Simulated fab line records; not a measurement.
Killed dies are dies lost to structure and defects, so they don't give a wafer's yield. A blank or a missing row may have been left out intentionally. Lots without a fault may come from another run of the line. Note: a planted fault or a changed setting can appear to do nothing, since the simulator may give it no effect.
Which tool was responsible?	flow gf180mcu	13 lots with 39 wafers sampled at 5 steps, on a route of 602 steps

== WHAT EACH GAUGE READ, for each wafer ==
GF_HV_LDD_RS_MEAS_53: a four-point-probe measurement. Usual: HV_LDD_RS gives 418.8 ohm/sq (standard deviation 1).
lot	measured	on	HV_LDD_RS (ohm/sq)	flag
L578	day 12 11:26	film_metro-03	418.9 419.1 418.2	
L580	day 13 02:07	film_metro-01	418.9 419.1 419.4	
L581	day 13 13:26	film_metro-04	418.6 418.0 418.2	
L582	day 13 19:53	film_metro-04	419.0 418.5 418.0	
L583	day 14 03:53	film_metro-01	419.5 419.6 419.1	
L584	day 14 13:49	film_metro-04	418.2 418.8 418.6	
L587	day 15 17:10	film_metro-04	419.1 418.5 417.4	
L588	day 16 00:20	film_metro-03	417.5 417.0 418.3	
L590	day 16 14:30	film_metro-01	418.8 419.8 421.0	
L597	day 18 19:41	film_metro-01	419.6 419.5 420.2	
L599	day 19 13:42	film_metro-04	418.4 417.6 418.5	
L600	day 19 17:23	film_metro-01	420.5 419.5 419.1	
L601	day 20 02:48	film_metro-03	418.2 418.3 417.8	

GF_NSD_CD_MEAS_07: target cd 400 nm. Usual: 400.7 nm for cd_nm, sd 2.9.
lot	measured	on	cd_nm (nm)	flag
L578	day 13 09:24	cd_sem-02	402.5 398.4 397.8	
L580	day 14 01:07	cd_sem-02	399.6 399.4 400.8	
L581	day 14 12:22	cd_sem-02	397.8 398.8 397.3	
L582	day 14 19:01	cd_sem-01	401.2 399.0 399.5	
L583	day 15 03:42	cd_sem-01	392.3 393.2 391.9	
L584	day 15 13:02	cd_sem-01	401.2 401.4 400.1	
L587	day 16 19:09	cd_sem-02	402.5 404.3 404.3	
L588	day 17 03:49	cd_sem-02	403.1 403.1 401.7	
L590	day 17 15:15	cd_sem-02	403.4 402.7 407.2	
L597	day 19 23:19	cd_sem-02	399.3 401.4 400.1	
L599	day 20 16:02	cd_sem-01	403.8 400.9 405.2	
L600	day 20 19:52	cd_sem-01	401.4 402.4 400.2	
L601	day 21 05:23	cd_sem-02	405.2 403.6 404.1	

GF_CONTACT_CD_MEAS_14: target cd 220 nm. Usual: 219.7 nm for cd_nm, sd 1.3.
lot	measured	on	cd_nm (nm)	flag
L578	day 16 03:24	cd_sem-01	218.0 217.8 217.8	
L580	day 16 20:58	cd_sem-01	219.1 218.1 218.7	
L581	day 17 09:24	cd_sem-01	220.1 219.7 220.3	
L582	day 17 16:28	cd_sem-02	221.4 221.0 220.3	
L583	day 18 01:18	cd_sem-02	219.5 219.7 219.9	
L584	day 18 11:53	cd_sem-01	221.3 221.9 221.2	
L587	day 19 20:30	cd_sem-02	221.1 221.3 219.0	
L588	day 20 06:00	cd_sem-01	216.6 217.9 216.6	
L590	day 20 17:27	cd_sem-02	223.8 223.7 223.3	OFF
L597	day 23 01:08	cd_sem-02	219.9 219.1 219.7	
L599	day 23 16:13	cd_sem-02	218.9 220.1 219.4	
L600	day 23 20:23	cd_sem-01	219.6 219.5 218.7	
L601	day 24 05:49	cd_sem-02	219.7 220.7 220.8	

== WHICH TOOL RAN EACH LOT (tool, then ch and the chambers of the sampled wafers, then the start) ==
lot	GF_HV_LDD_STRIP_49	GF_CONTACT_PEB_12
L578	plasma_asher-01 ch 0,1, day 12 11:09	litho_track-04 ch 0, day 16 03:03
L580	plasma_asher-01 ch 0,1, day 13 01:50	litho_track-04 ch 0, day 16 20:38
L581	plasma_asher-02 ch 0,1, day 13 13:08	litho_track-02 ch 0, day 17 09:03
L582	plasma_asher-01 ch 0,1, day 13 19:34	litho_track-03 ch 0, day 17 16:07
L583	plasma_asher-01 ch 0,1, day 14 03:36	litho_track-04 ch 0, day 18 00:57
L584	plasma_asher-01 ch 0,1, day 14 13:31	litho_track-03 ch 0, day 18 11:33
L587	plasma_asher-03 ch 0,1, day 15 16:53	litho_track-04 ch 0, day 19 20:09
L588	plasma_asher-01 ch 0,1, day 16 00:03	litho_track-04 ch 0, day 20 05:39
L590	plasma_asher-01 ch 0,1, day 16 14:10	litho_track-04 ch 0, day 20 17:06
L597	plasma_asher-02 ch 0,1, day 18 19:24	litho_track-02 ch 0, day 23 00:47
L599	plasma_asher-02 ch 0,1, day 19 13:24	litho_track-02 ch 0, day 23 15:53
L600	plasma_asher-01 ch 0,1, day 19 17:07	litho_track-02 ch 0, day 23 20:02
L601	plasma_asher-03 ch 0,1, day 20 02:31	litho_track-04 ch 0, day 24 05:29
- GF_HV_LDD_STRIP_49: strips in O2/N2.
- GF_CONTACT_PEB_12: peb time 90 s.

== AS READ BY THE TOOLS THEMSELVES (means over the sampled wafers that have a number; for cases with no such wafer, the mark the record gives instead) ==
GF_HV_LDD_STRIP_49. Usual: drypump_motor_current_A 5.7 A, standard deviation 0.38; heater_power_w 330 W, standard deviation 26; o2_flow_sccm 2998 sccm, standard deviation 9.8; oes_product_au 0.716 a.u., standard deviation 0.0046; strip_time_to_endpoint_s 12.61 s, standard deviation 0.032.
lot	tool	drypump_motor_current_A (A)	heater_power_w (W)	o2_flow_sccm (sccm)	oes_product_au (a.u.)	strip_time_to_endpoint_s (s)	flag
L578	plasma_asher-01	5.5	328	2990	0.718	12.61	
L580	plasma_asher-01	5.5	334	2995	0.717	12.60	
L581	plasma_asher-02	5.7	329	2997	0.716	12.62	
L582	plasma_asher-01	5.4	328	2994	0.717	12.67	
L583	plasma_asher-01	5.7	332	3001	0.715	12.62	
L584	plasma_asher-01	5.5	337	3002	0.718	12.62	
L587	plasma_asher-03	5.9	302	3001	0.717	12.61	
L588	plasma_asher-01	5.7	340	3002	0.717	12.63	
L590	plasma_asher-01	5.7	345	2982	0.715	12.58	
L597	plasma_asher-02	5.7	338	2987	0.712	12.57	
L599	plasma_asher-02	5.7	333	2988	0.721	12.58	
L600	plasma_asher-01	5.7	338	3002	0.718	12.67	
L601	plasma_asher-03	5.9	311	2997	0.711	12.61	

== THE ANSWER, worked out from the rows above alone ==
Rule: a lot is off if the mean of its wafers that have a number lies more than 3 standard deviations from the usual mean. A lot without any number at a reading at which 4 lots or more have one is off too. Where the step has rows for the other lots, those lots are counted as sound. Order of review: gauges by route order, followed by the tools' own readings, for which a lot's mean as printed above is used. At the first step where some lot is off, the reading lying furthest off is the one used; lots without a number count as furthest.
Off, at GF_CONTACT_CD_MEAS_14 on cd_nm: L590.
If a tool, at a process step before that reading, ran all the lots that are off and no sound lot after the first of them, it fits. Gauges at GF_CONTACT_CD_MEAS_14: tried the same way as those tools. Not one of the candidates tried fits.

== WHAT THE SIMULATOR HAD INSERTED ==
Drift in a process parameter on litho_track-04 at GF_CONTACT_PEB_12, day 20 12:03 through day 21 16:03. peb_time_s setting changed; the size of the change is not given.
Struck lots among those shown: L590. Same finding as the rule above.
